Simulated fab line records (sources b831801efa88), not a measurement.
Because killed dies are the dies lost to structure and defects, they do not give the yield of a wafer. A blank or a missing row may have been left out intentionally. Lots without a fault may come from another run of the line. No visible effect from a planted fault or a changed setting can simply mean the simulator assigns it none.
Which tool was responsible? | flow gf180mcu | route of 602 steps, sampled at 1 step: 7 lots, 20 wafers

WHAT THE GAUGES READ, wafer by wafer
GF_STI_THK_MEAS_04.
lot  | measured    | on            | STI_CVD_03_THK (nm)
L497 | day 1 18:35 | film-metro-03 | 206.5 207.6 208.1
L501 | day 2 15:33 | film-metro-04 | 206.5 205.6 207.6
L503 | day 3 02:50 | film-metro-03 | 210.0 209.9 208.3
L505 | day 3 11:19 | film-metro-03 | 208.9 208.8 209.1
L507 | day 3 21:34 | film-metro-04 | 209.3 208.4
L515 | day 5 13:33 | film-metro-03 | 207.5 206.8 208.0
L518 | day 6 03:34 | film-metro-04 | 208.9 207.4 209.2

WHICH TOOL RAN EACH LOT (tool, then ch and the chambers of the sampled wafers, then the start)
There is no process step in the record ahead of these readings.

THE ANSWER, worked out from the rows above alone
Rule: usual is defined by the lots themselves. Put in order of their means at a reading, lots are off if they are a third of the lots or fewer, leave a main group of 4 or more, and stand apart from it by a gap of 3 or more times the standard deviation of the main group's means; of several such gaps the widest counts. A main group whose means are all the same, to the digits that the tables above print for the reading, isn't used. A lot without any number at a reading at which 4 lots or more have one is off too. All remaining lots with rows at the step are treated as sound.
No lot is off on any of the readings shown, so nothing can be concluded from this.

WHAT HAD BEEN PUT IN BY THE SIMULATOR
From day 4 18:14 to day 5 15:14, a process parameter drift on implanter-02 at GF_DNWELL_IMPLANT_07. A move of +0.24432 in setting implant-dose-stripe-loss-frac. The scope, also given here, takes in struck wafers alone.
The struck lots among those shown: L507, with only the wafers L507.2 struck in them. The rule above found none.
